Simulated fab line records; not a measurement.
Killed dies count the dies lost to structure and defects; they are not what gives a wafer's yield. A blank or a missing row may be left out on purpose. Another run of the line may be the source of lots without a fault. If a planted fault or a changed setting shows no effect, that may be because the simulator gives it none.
fab line records	flow sky130
record: lots: 6	wafers: 18	last_day: 50
route steps=708 shown POLY_GATE@235 LDD_N@237 LDD_P@255 PAD_OPEN@708
lots that met no fault: taken from a fault-free run of the same line
start_h: the number of hours between the record's first day and the start of the first shown wafer of the lot	wait_h: how many hours have passed since the lot's step before this one	" repeats the value in the row above	L1.1+2: a row that stands for several wafers	- no value, or no start given	* or withheld: withheld	< > ~ a bound
route shown NAME@n: names a module that has steps shown in the file, with the first one's number in the route	usual: average and standard deviation across the fault-free wafers	same: alike in all rows	chamber/n: place in a boat	sites: readings site by site	_std_site: how widely they spread, as a standard deviation	_edge_site: outer sites' mean less inner sites'	radius_mm: for every site, how far away it sits from the centre of the wafer	mask NAME#n: copy n	behind: tool/chamber where the wafer was last shaped	hold: cause of the lot's hold/its duration in hours/its outcome	device: names the non-switching transistor (n, p or np)	end of line: at the end of the route, the tests of the same wafers	a step given without rows: its recipe and nothing more	killed: not the wafer's yield, but the dies lost to structure and defects at the first sort	map: a wafer's dies, marking killed ones x, the rest . and places with no die _
set.NAME: the setting that was run; set.NAME@STEP: the one run at that earlier step	model.NAME: the simulator's own value behind a step, which no gauge read
a table for each step, a row for each wafer; lots at some steps of the route
services: the hour from which a tool's chamber was out of use, counted from the record's first day as start_h (under 0 if before that day), plus the number of hours and why
== steps ==
step: SKY_POLY_GATE_THK_MEAS_21
recipe: reads: SiO2_of_POLY_GATE_OXIDATION_20
usual: POLY_GATE_OXIDATION_THK: 3.99/0.083
lot.wafer	tool	chamber	start_h	wait_h	POLY_GATE_OXIDATION_THK[nm]
L987.1	film_metro-02	-	357.11	0.0	3.97
L987.5	"	-	"	"	3.93
L987.6	"	-	"	"	3.89
L991.1	film_metro-04	-	407.45	0.0	3.98
L991.4	"	-	"	"	3.92
L991.6	"	-	"	"	3.86
L996.2	film_metro-03	-	452.94	0.0	4.00
L996.3	"	-	"	"	3.96
L996.4	"	-	"	"	3.99
L104.3	film_metro-04	-	519.10	0.0	4.01
L104.4	"	-	"	"	3.99
L104.6	"	-	"	"	3.98
L108.1	film_metro-04	-	554.31	0.0	4.07
L108.2	"	-	"	"	4.07
L108.4	"	-	"	"	4.15
L109.1	film_metro-03	-	565.91	0.0	3.87
L109.2	"	-	"	"	3.91
L109.6	"	-	"	"	3.91
step: SKY_POLY_GATE_CD_MEAS_22
usual: cd_nm: 150/3.4
lot.wafer	tool	chamber	start_h	wait_h	cd_nm
L987.1	cd_sem-02	-	357.17	0.1	153
L987.5	"	-	"	"	156
L987.6	"	-	"	"	149
L991.1	cd_sem-01	-	407.51	0.1	152
L991.4	"	-	"	"	148
L991.6	"	-	"	"	148
L996.2	cd_sem-01	-	453.02	0.1	148
L996.3	"	-	"	"	153
L996.4	"	-	"	"	157
L104.3	cd_sem-01	-	519.20	0.1	155
L104.4	"	-	"	"	149
L104.6	"	-	"	"	153
L108.1	cd_sem-02	-	554.37	0.1	152
L108.2	"	-	"	"	155
L108.4	"	-	"	"	152
L109.1	cd_sem-01	-	566.03	0.1	150
L109.2	"	-	"	"	146
L109.6	"	-	"	"	141
step: SKY_LDD_N_DEHYDRATE_00
recipe: temp_c: 200	time_s: 60
step: SKY_LDD_N_HMDS_01
recipe: prime_time_s: 60	prime_temp_c: 120
step: SKY_LDD_N_COAT_02
recipe: resist: NOVOLAK	spin_rpm: 3000	resist_thk_nm: 300
step: SKY_LDD_N_SOFTBAKE_03
recipe: temp_c: 90	time_s: 60	resist: NOVOLAK
step: SKY_LDD_N_EXPOSE_04
recipe: mask_id: NTM	target_cd_nm: 840	na: 0.6	source_shape: conventional	sigma_outer: 0.6	dose_mj: 110
step: SKY_LDD_N_PEB_05
recipe: temp_c: withheld	time_s: *	resist: NOVOLAK
step: SKY_LDD_N_DEVELOP_06
recipe: develop_time_s: 60	dev_temp_c: 23
step: SKY_LDD_N_OVL_MEAS_07
usual: LDD_N_OVL: -0.1/1.5
lot.wafer	tool	chamber	start_h	wait_h	LDD_N_OVL[nm]
L987.1	overlay-02	-	386.32	0.1	-0.8
L987.5	"	-	"	"	-0.6
L987.6	"	-	"	"	-2.6
L991.1	overlay-01	-	438.11	0.1	0.0
L991.4	"	-	"	"	0.5
L991.6	"	-	"	"	0.6
L996.2	overlay-01	-	483.22	0.1	3.6
L996.3	"	-	"	"	3.4
L996.4	"	-	"	"	1.9
L104.3	overlay-01	-	548.77	0.1	2.0
L104.4	"	-	"	"	2.5
L104.6	"	-	"	"	0.9
L108.1	overlay-01	-	583.71	0.1	-1.0
L108.2	"	-	"	"	-1.8
L108.4	"	-	"	"	-1.0
L109.1	overlay-02	-	594.66	0.1	-1.0
L109.2	"	-	"	"	-2.6
L109.6	"	-	"	"	-1.7
step: SKY_LDD_N_IMPLANT_08
recipe: species: As	energy_kev: 20	dose_cm2: 7.5e+13	tilt_deg: withheld	rotation_deg: 23
step: SKY_LDD_N_IMPLANT_09
recipe: species: As	energy_kev: 20	dose_cm2: 7.5e+13	tilt_deg: withheld	rotation_deg: 113
step: SKY_LDD_N_IMPLANT_10
recipe: species: As	energy_kev: 20	dose_cm2: 7.5e+13	tilt_deg: withheld	rotation_deg: 203
usual: faraday_current_uA: 423/8.7
lot.wafer	tool	chamber	start_h	wait_h	faraday_current_uA
L987.1	implanter-03	0	386.65	0.1	424
L987.5	"	0	"	"	419
L987.6	"	0	"	"	422
L991.1	implanter-02	0	438.45	0.1	422
L991.4	"	0	"	"	415
L991.6	"	0	"	"	432
L991.1	implanter-02	0	438.77	0.3	429
L991.4	"	0	"	"	402
L991.6	"	0	"	"	431
L996.2	implanter-04	0	483.58	0.1	435
L996.3	"	0	"	"	423
L996.4	"	0	"	"	423
L996.2	implanter-04	0	483.89	0.3	418
L996.3	"	0	"	"	428
L996.4	"	0	"	"	408
L104.3	implanter-02	0	549.14	0.1	444
L104.4	"	0	"	"	449
L104.6	"	0	"	"	438
L108.1	implanter-02	0	584.05	0.1	427
L108.2	"	0	"	"	423
L108.4	"	0	"	"	422
L109.1	implanter-02	0	595.00	0.1	424
L109.2	"	0	"	"	421
L109.6	"	0	"	"	435
step: SKY_LDD_N_IMPLANT_11
recipe: species: As	energy_kev: 20	dose_cm2: 7.5e+13	tilt_deg: withheld	rotation_deg: 293
step: SKY_LDD_N_IMPLANT_12
recipe: species: BF2	energy_kev: 50	dose_cm2: 5e+12	tilt_deg: 30	rotation_deg: 0
step: SKY_LDD_N_IMPLANT_13
recipe: species: BF2	energy_kev: 50	dose_cm2: 5e+12	tilt_deg: 30	rotation_deg: 90
step: SKY_LDD_N_IMPLANT_14
recipe: species: BF2	energy_kev: 50	dose_cm2: 5e+12	tilt_deg: 30	rotation_deg: 180
step: SKY_LDD_N_IMPLANT_15
recipe: species: BF2	energy_kev: 50	dose_cm2: 5e+12	tilt_deg: 30	rotation_deg: 270
step: SKY_LDD_N_STRIP_16
recipe: chemistry: O2/N2	power_w: 1400	pressure_mtorr: 1500	platen_temp_c: withheld	o2_flow_sccm: 3000	n2_flow_sccm: 300	overash_fraction: 0.5
usual: drypump_motor_current_A: 5.7/0.5	oes_product_au: 0.406/0.0046	strip_time_to_endpoint_s: 4.317/0.014
lot.wafer	tool	chamber	start_h	wait_h	drypump_motor_current_A	oes_product_au	rf_hours_counter_h	strip_time_to_endpoint_s
L987.1	plasma_asher-03	0	387.55	0.1	6.2	0.411	70	4.324
L987.5	"	1	"	"	6.2	0.400	-	4.321
L987.6	"	0	"	"	6.2	0.404	-	4.308
L991.1	plasma_asher-01	1	439.75	0.2	4.9	0.404	33	4.543
L991.4	"	1	"	"	4.9	0.406	-	4.527
L991.6	"	1	"	"	4.9	0.410	-	4.518
L996.2	plasma_asher-03	0	484.77	0.1	6.2	0.403	83	4.523
L996.3	"	1	"	"	6.2	0.409	-	4.545
L996.4	"	0	"	"	6.2	0.404	-	4.523
L104.3	plasma_asher-01	0	550.03	0.1	5.8	0.409	-	4.312
L104.4	"	1	"	"	4.9	0.407	-	4.311
L104.6	"	1	"	"	4.9	0.400	-	4.324
L108.1	plasma_asher-02	0	584.95	0.1	5.9	0.419	13	4.314
L108.2	"	1	"	"	5.1	0.402	13	4.305
L108.4	"	0	"	"	5.8	0.406	-	4.316
L109.1	plasma_asher-01	0	595.90	0.1	5.8	0.403	51	4.303
L109.2	"	1	"	"	4.9	0.408	51	4.306
L109.6	"	0	"	"	5.8	0.403	-	4.315
step: SKY_LDD_N_TW_MEAS_17
usual: LDD_N_TW: 2593/11
lot.wafer	tool	chamber	start_h	wait_h	LDD_N_TW
L987.1	film_metro-03	-	387.65	0.1	2592
L987.5	"	-	"	"	2585
L987.6	"	-	"	"	2593
L991.1	film_metro-03	-	439.85	0.1	2682
L991.4	"	-	"	"	2697
L991.6	"	-	"	"	2679
L996.2	film_metro-02	-	484.88	0.1	2676
L996.3	"	-	"	"	2688
L996.4	"	-	"	"	2691
L104.3	film_metro-02	-	550.11	0.1	2620
L104.4	"	-	"	"	2610
L104.6	"	-	"	"	2595
L108.1	film_metro-02	-	585.05	0.1	2611
L108.2	"	-	"	"	2613
L108.4	"	-	"	"	2600
L109.1	film_metro-01	-	596.00	0.1	2599
L109.2	"	-	"	"	2593
L109.6	"	-	"	"	2592
step: SKY_LDD_P_DEHYDRATE_00
recipe: temp_c: 200	time_s: 60
step: SKY_PAD_OPEN_PROBE_99
usual: killed_at_M0_to_M3: 43/7	killed_at_M4_up: 3.0/1.9	killed_at_contacts: 24/4.6	killed_at_front_end: 15/4.1	killed_at_other: 0.3/0.52	killed_dies: 84/9.7	killed_open: 46/6.9	killed_short: 38/6.8
same: gross_dies: 492	killed_at_back_side: 0
lot.wafer	tool	chamber	start_h	wait_h	killed_at_M0_to_M3	killed_at_M4_up	killed_at_contacts	killed_at_front_end	killed_at_other	killed_dies	killed_open	killed_short	model.etest.tip_n.rs_ohm_sq	model.etest.nfet_01v8_swapped.vt_sat_v	model.etest.nfet_01v8_turned.vt_sat_v
L987.1	prober-01	-	1066.08	0.1	37	1	25	22	0	85	46	39	443.1	0.6713	0.666
L987.5	prober-01	-	1066.28	0.2	44	1	23	12	0	80	41	38	441.6	0.6617	0.6648
L987.6	prober-01	-	1066.33	0.2	40	3	29	17	0	89	54	35	446.1	0.6663	0.6669
L991.1	prober-01	-	1098.62	0.1	42	3	23	14	0	82	46	36	382.9	0.6382	0.6408
L991.4	prober-01	-	1098.77	0.2	38	6	14	10	0	68	37	31	386.4	0.6334	0.6306
L991.6	prober-01	-	1098.87	0.2	31	3	21	8	0	63	30	33	382.8	0.6225	0.6263
L996.2	prober-02	-	1130.48	0.1	35	1	25	16	0	77	46	30	382.6	0.6323	0.6334
L996.3	prober-02	-	1130.53	0.2	39	5	21	11	0	76	42	33	383.6	0.6292	0.6241
L996.4	prober-02	-	1130.58	0.2	42	2	25	14	0	83	44	39	384.8	0.6328	0.6348
L104.3	prober-01	-	1169.38	0.2	39	4	21	19	1	84	45	39	443.7	0.6663	0.6663
L104.4	prober-01	-	1169.43	0.2	37	2	30	9	0	78	42	36	439.4	0.6573	0.6621
L104.6	prober-01	-	1169.53	0.2	41	1	23	12	0	77	45	31	443.3	0.6585	0.6593
L108.1	prober-01	-	1188.53	0.1	39	2	30	10	0	81	35	46	441.8	0.6561	0.6579
L108.2	prober-01	-	1188.58	0.1	44	5	17	12	1	79	47	31	445.6	0.657	0.6503
L108.4	prober-01	-	1188.68	0.2	41	1	17	11	1	71	38	33	444	0.6471	0.644
L109.1	prober-02	-	1194.58	0.1	43	3	22	20	0	88	44	44	446.8	0.6555	0.6499
L109.2	prober-02	-	1194.63	0.1	42	0	27	21	0	90	46	44	444.1	0.648	0.6478
L109.6	prober-02	-	1194.83	0.2	52	1	25	16	1	95	43	52	445.9	0.6493	0.6445
killed by level:class
L987.1 VIA1:geometric_particle:open=11 CONTACT:geometric_particle:open=9 CONTACT:geometric_particle:short=7 VIA1:geometric_particle:short=7 LI_CONTACT:geometric_particle:open=6 VIA3:geometric_particle:open=6 FIELD_ISO:geometric_particle:short=5 POLY_GATE:geometric_particle:short=4
L987.5 VIA1:geometric_particle:open=16 POLY_GATE:geometric_particle:short=6 LOCAL_INTERCONNECT:geometric_particle:short=6 CONTACT:geometric_particle:open=6 METAL1:geometric_particle:short=6 CONTACT:geometric_particle:short=5 VIA2:geometric_particle:open=5 VIA3:geometric_particle:open=5
L987.6 CONTACT:geometric_particle:open=11 LI_CONTACT:geometric_particle:open=9 VIA1:geometric_particle:open=9 METAL2:geometric_particle:short=7 VIA2:geometric_particle:open=5 LOCAL_INTERCONNECT:geometric_particle:short=5 VIA3:geometric_particle:open=5 POLY_GATE:geometric_particle:open=4
L991.1 CONTACT:geometric_particle:open=11 LI_CONTACT:geometric_particle:open=8 METAL2:geometric_particle:short=8 VIA3:geometric_particle:open=8 FIELD_ISO:geometric_particle:short=6 METAL1:geometric_particle:short=6 VIA1:geometric_particle:open=5 POLY_GATE:geometric_particle:open=4
L991.4 CONTACT:geometric_particle:open=7 VIA2:geometric_particle:open=5 METAL1:geometric_particle:short=5 VIA1:geometric_particle:open=5 VIA2:geometric_particle:short=5 VIA3:geometric_particle:open=5 POLY_GATE:geometric_particle:open=4 METAL2:geometric_particle:short=4
L991.6 CONTACT:geometric_particle:short=8 VIA1:geometric_particle:open=7 VIA3:geometric_particle:open=7 CONTACT:geometric_particle:open=6 LOCAL_INTERCONNECT:geometric_particle:short=4 FIELD_ISO:geometric_particle:short=3 POLY_GATE:geometric_particle:short=3 VIA2:geometric_particle:short=3
L996.2 CONTACT:geometric_particle:open=9 VIA1:geometric_particle:open=9 LI_CONTACT:geometric_particle:open=7 FIELD_ISO:geometric_particle:short=6 VIA3:geometric_particle:open=6 VIA2:geometric_particle:short=5 LOCAL_INTERCONNECT:geometric_particle:short=4 FIELD_ISO:geometric_particle:open=3
L996.3 VIA3:geometric_particle:open=9 CONTACT:geometric_particle:open=8 LI_CONTACT:geometric_particle:open=6 VIA1:geometric_particle:open=6 METAL2:geometric_particle:short=6 VIA3:geometric_particle:short=5 VIA2:geometric_particle:short=5 FIELD_ISO:geometric_particle:open=4
L996.4 VIA1:geometric_particle:open=12 FIELD_ISO:geometric_particle:short=8 VIA2:geometric_particle:open=7 CONTACT:geometric_particle:short=6 CONTACT:geometric_particle:open=6 LI_CONTACT:geometric_particle:open=5 VIA2:geometric_particle:short=5 VIA3:geometric_particle:open=5
L104.3 VIA1:geometric_particle:open=11 CONTACT:geometric_particle:open=7 FIELD_ISO:geometric_particle:short=6 LOCAL_INTERCONNECT:geometric_particle:short=5 METAL1:geometric_particle:open=5 VIA3:geometric_particle:open=5 FIELD_ISO:geometric_particle:open=4 CONTACT:geometric_particle:short=4
L104.4 CONTACT:geometric_particle:open=13 CONTACT:geometric_particle:short=7 VIA1:geometric_particle:open=7 VIA3:geometric_particle:open=7 LOCAL_INTERCONNECT:geometric_particle:short=6 METAL1:geometric_particle:short=4 VIA2:geometric_particle:open=4 LI_CONTACT:geometric_particle:open=3
L104.6 CONTACT:geometric_particle:open=10 VIA1:geometric_particle:open=9 VIA3:geometric_particle:open=6 METAL1:geometric_particle:short=6 LI_CONTACT:geometric_particle:open=5 METAL2:geometric_particle:short=5 POLY_GATE:geometric_particle:short=4 CONTACT:geometric_particle:short=4
L108.1 CONTACT:geometric_particle:open=9 LI_CONTACT:geometric_particle:short=8 METAL2:geometric_particle:short=8 METAL1:geometric_particle:short=7 LOCAL_INTERCONNECT:geometric_particle:short=7 LI_CONTACT:geometric_particle:open=6 VIA1:geometric_particle:open=6 VIA2:geometric_particle:open=5
L108.2 VIA2:geometric_particle:open=10 VIA1:geometric_particle:open=9 CONTACT:geometric_particle:open=8 VIA3:geometric_particle:open=6 FIELD_ISO:geometric_particle:short=4 VIA2:geometric_particle:short=4 METAL1:geometric_particle:short=4 FIELD_ISO:geometric_particle:open=3
L108.4 VIA1:geometric_particle:open=9 METAL2:geometric_particle:short=9 LI_CONTACT:geometric_particle:open=7 CONTACT:geometric_particle:short=5 VIA3:geometric_particle:open=5 FIELD_ISO:geometric_particle:open=4 METAL1:geometric_particle:short=4 VIA2:geometric_particle:open=4
L109.1 VIA1:geometric_particle:open=8 VIA2:geometric_particle:open=7 CONTACT:geometric_particle:open=7 LI_CONTACT:geometric_particle:open=6 CONTACT:geometric_particle:short=6 METAL3:geometric_particle:short=6 METAL1:geometric_particle:short=5 VIA2:geometric_particle:short=5
L109.2 CONTACT:geometric_particle:short=8 VIA3:geometric_particle:open=8 CONTACT:geometric_particle:open=7 VIA2:geometric_particle:open=7 FIELD_ISO:geometric_particle:short=6 LI_CONTACT:geometric_particle:open=6 LOCAL_INTERCONNECT:geometric_particle:short=6 METAL1:geometric_particle:short=6
L109.6 LI_CONTACT:geometric_particle:open=8 VIA2:geometric_particle:open=8 VIA3:geometric_particle:open=8 VIA1:geometric_particle:short=7 METAL1:geometric_particle:short=7 POLY_GATE:geometric_particle:short=6 CONTACT:geometric_particle:open=6 METAL2:geometric_particle:short=6
== services ==
tool	chamber	start_h	hours	kind
implanter-04	-	364.19	2.5	repair
implanter-03	-	368.64	1.1	repair
implanter-02	-	373.86	8.3	repair
implanter-03	-	397.75	0.7	repair
implanter-03	-	405.84	2.9	pm
plasma_asher-02	-	421.25	9.0	pm
plasma_asher-02	0	421.25	9.0	vent_cycle
plasma_asher-02	1	421.25	9.0	vent_cycle
plasma_asher-02	0	430.25	-	clean
plasma_asher-02	1	430.25	-	clean
implanter-02	-	455.24	3.4	repair
implanter-03	-	459.80	2.9	pm
plasma_asher-02	-	496.16	26.5	repair
implanter-04	-	522.45	1.9	repair
plasma_asher-03	-	527.00	1.8	repair
implanter-03	-	538.70	3.5	pm
plasma_asher-02	-	539.48	14.2	repair
implanter-02	-	578.53	4.3	pm
== key ==
first_sign: step: SKY_LDD_N_IMPLANT_10	reading: visit	direction: added
effect: step: SKY_LDD_N_STRIP_16	reading: strip_time_to_endpoint_s	direction: up	sigmas: 16	usual: *	struck: *
effect: step: SKY_LDD_N_TW_MEAS_17	reading: LDD_N_TW	direction: up	sigmas: 8.4	usual: 2593	struck: 2685
model_effect: step: SKY_PAD_OPEN_PROBE_99	value: etest.tip_n.rs_ohm_sq	without: 437.5	struck: 383.8
met_at SKY_LDD_N_IMPLANT_10
struck_wafers L991.1,L991.4,L991.6,L996.2,L996.3,L996.4
tester_left_out L991,L996
fault: kind: repeated_step_whole	tool: implanter-02,implanter-03,implanter-04	chamber: -	onset_h: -	steps: SKY_LDD_N_IMPLANT_10	times: 1	scope: struck_lots_only
tester_left_out: of these lots the tester's yield and bins aren't shown, on N5 and GAA mostly nor the transistor test; their killed dies are dies lost to structure and defects alone, not to doping, threshold or leakage, so they don't give the yield
